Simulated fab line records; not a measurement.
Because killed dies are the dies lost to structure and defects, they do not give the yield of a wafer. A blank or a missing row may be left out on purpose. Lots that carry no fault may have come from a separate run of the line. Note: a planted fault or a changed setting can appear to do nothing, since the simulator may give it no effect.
Commonality check across tools    flow sky130    Sampled: 11 lots, 33 wafers

WHAT PROMPTED THE OPENING
Of 11 lots, 3 have the reading LOCAL_INTERCONNECT_TIN_RS flagged at SKY_LOCAL_INTERCONNECT_RS_MEAS_01. Fault-free wafers read 14.15 ohm/sq, with a standard deviation of 0.13.
Rule: a lot is flagged when every wafer of it that has a number lies more than 4 standard deviations from that mean, or none has a number. All remaining lots are regarded as sound.

lot   measured      on             LOCAL_INTERCONNECT_TIN_RS (ohm/sq), wafer by wafer  flag
L192  day 29 05:02  film-metro-01  14.12 14.16 14.24                                   
L195  day 30 04:45  film-metro-03  13.89 14.04 13.99                                   
L196  day 30 15:38  film-metro-03  14.21 14.28 14.22                                   
L197  day 30 18:44  film-metro-03  14.00 13.93 13.90                                   
L204  day 33 08:58  film-metro-01  11.78 11.76 11.76                                   FLAGGED
L206  day 34 06:59  film-metro-01  12.01 11.97 11.96                                   FLAGGED
L208  day 34 12:44  film-metro-03  12.01 11.99 11.91                                   FLAGGED
L211  day 35 13:59  film-metro-01  14.25 14.20 14.11                                   
L212  day 35 21:02  film-metro-01  14.00 14.26 14.21                                   
L213  day 36 04:39  film-metro-01  14.10 14.00 14.07                                   
L215  day 36 23:23  film-metro-03  14.25 14.19 14.18                                   
The mean of the flagged lots' numbers is 11.91 ohm/sq, -2.24 ohm/sq from the usual (-17 standard deviations).

LOT BY LOT: THE TOOL USED
2 process steps preceding the reading are held in the record, out of 708 steps in the route. Cell contents, in order: the tool; ch with the chambers the sampled wafers went through; the start.
lot   flag     SKY_LI_CONTACT_SPUTTER_20     SKY_LOCAL_INTERCONNECT_SPUTTER_00
L192           pvd-sputter-02, day 29 04:19  pvd-sputter-04, day 29 04:59
L195           pvd-sputter-01, day 30 04:01  pvd-sputter-03, day 30 04:41
L196           pvd-sputter-01, day 30 14:53  pvd-sputter-03, day 30 15:34
L197           pvd-sputter-04, day 30 17:59  pvd-sputter-03, day 30 18:40
L204  FLAGGED  pvd-sputter-02, day 33 08:13  pvd-sputter-04, day 33 08:53
L206  FLAGGED  pvd-sputter-01, day 34 06:16  pvd-sputter-04, day 34 06:55
L208  FLAGGED  pvd-sputter-02, day 34 11:59  pvd-sputter-04, day 34 12:41
L211           pvd-sputter-04, day 35 13:13  pvd-sputter-03, day 35 13:55
L212           pvd-sputter-01, day 35 20:19  pvd-sputter-03, day 35 20:58
L213           pvd-sputter-04, day 36 03:52  pvd-sputter-02, day 36 04:34
L215           pvd-sputter-01, day 36 22:40  pvd-sputter-02, day 36 23:20
What the steps here do:
- SKY_LI_CONTACT_SPUTTER_20: material TiN, target thk 20 nm, time 80 s.
- SKY_LOCAL_INTERCONNECT_SPUTTER_00: material TiN, target thk 100 nm, time 83.3 s.
- SKY_LOCAL_INTERCONNECT_RS_MEAS_01: measures by four-point-probe.

FLAGGED OVER TOTAL, TOOL BY TOOL (the gauges that took the reading come last)
step                               tool            lots run  flagged  share of the flagged lots  sound lots run after its first flagged lot
SKY_LI_CONTACT_SPUTTER_20          pvd-sputter-01  5         1        some                       2 (L212,L215)
SKY_LI_CONTACT_SPUTTER_20          pvd-sputter-02  3         2        some                       0
SKY_LI_CONTACT_SPUTTER_20          pvd-sputter-04  3         0        none                       -
SKY_LOCAL_INTERCONNECT_SPUTTER_00  pvd-sputter-02  2         0        none                       -
SKY_LOCAL_INTERCONNECT_SPUTTER_00  pvd-sputter-03  5         0        none                       -
SKY_LOCAL_INTERCONNECT_SPUTTER_00  pvd-sputter-04  4         3        all                        0
SKY_LOCAL_INTERCONNECT_RS_MEAS_01  film-metro-01   6         2        some                       3 (L211,L212,L213)
SKY_LOCAL_INTERCONNECT_RS_MEAS_01  film-metro-03   5         1        some                       1 (L215)

WHAT THE TABLE ALLOWS
In the table, 1 row covers all flagged lots: pvd-sputter-04 at SKY_LOCAL_INTERCONNECT_SPUTTER_00.
- pvd-sputter-04 at SKY_LOCAL_INTERCONNECT_SPUTTER_00: 3 of its 4 lots flagged. Last sound lot L192 at day 29 04:59, first flagged lot L204 at day 33 08:53; a fault beginning in between fits.
Just one tool remains: pvd-sputter-04 at SKY_LOCAL_INTERCONNECT_SPUTTER_00.

WHAT THE SIMULATOR PUT IN
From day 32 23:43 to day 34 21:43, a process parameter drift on pvd-sputter-04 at SKY_LOCAL_INTERCONNECT_SPUTTER_00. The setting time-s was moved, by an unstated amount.
Lots struck among those shown: L204, L206, L208. The rule above found the same.
